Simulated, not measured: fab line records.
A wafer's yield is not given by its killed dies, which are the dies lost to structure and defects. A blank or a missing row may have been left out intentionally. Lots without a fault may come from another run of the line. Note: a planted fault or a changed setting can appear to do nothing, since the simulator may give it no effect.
What tool caused it? | flow sky130 | 6 lots, 18 wafers sampled, at 3 steps of a route of 708

## WHAT THE GAUGES READ, wafer by wafer
SKY_VIA3_THK_MEAS_01.
lot  | measured     | on           | VIA3_HDPCVD_THK (nm)
L111 | day 39 02:16 | filmMetro-04 | 1636 1627 1591
L113 | day 39 09:26 | filmMetro-04 | 1651 1629 1649
L116 | day 40 10:01 | filmMetro-02 | 1606 1630 1617
L120 | day 41 22:58 | filmMetro-02 | 1664 1639 1648
L123 | day 42 17:22 | filmMetro-02 | 1620 1638 1583
L127 | day 43 12:51 | filmMetro-02 | 1641 1625 1645

## WHAT TOOL EACH LOT RAN ON (gives the tool, then ch and the chambers of the sampled wafers, and finally the start)
lot  | SKY_VIA2_SPUTTER_20         | SKY_VIA3_HDPCVD_00
L111 | pvdSputter-02, day 36 19:46 | hdpcvd-02 ch 0,1,2, day 39 02:05
L113 | pvdSputter-01, day 37 04:28 | hdpcvd-02 ch 0,1,2, day 39 09:17
L116 | pvdSputter-02, day 38 05:22 | hdpcvd-02 ch 0,1,2, day 40 09:51
L120 | pvdSputter-03, day 39 20:26 | hdpcvd-02 ch 0,1, day 41 22:47
L123 | pvdSputter-03, day 40 16:04 | hdpcvd-01 ch 0,1, day 42 17:11
L127 | pvdSputter-02, day 41 12:29 | hdpcvd-01 ch 0,1,2, day 43 12:40
- SKY_VIA2_SPUTTER_20: material TiN, target thk 20 nm, time 80 s.
- SKY_VIA3_HDPCVD_00: deposits SiO2, target thk 1635 nm, time 272.5 s.

## THE ANSWER, worked out from the rows above alone
Rule: what is usual is taken from the lots themselves. Put in order of their means at a reading, lots are off if they are a third of the lots or fewer, leave a main group of 4 or more, and stand apart from it by a gap of 3 or more times the standard deviation of the main group's means; of several such gaps the widest counts. If all means in a main group match to the digits the tables above print for the reading, that group is not used. A lot without any number at a reading at which 4 lots or more have one is off too. The other lots that the step has rows for count as sound.
Across all readings shown, no lot is off: no conclusion can be drawn from this.

## WHAT THE SIMULATOR PUT IN
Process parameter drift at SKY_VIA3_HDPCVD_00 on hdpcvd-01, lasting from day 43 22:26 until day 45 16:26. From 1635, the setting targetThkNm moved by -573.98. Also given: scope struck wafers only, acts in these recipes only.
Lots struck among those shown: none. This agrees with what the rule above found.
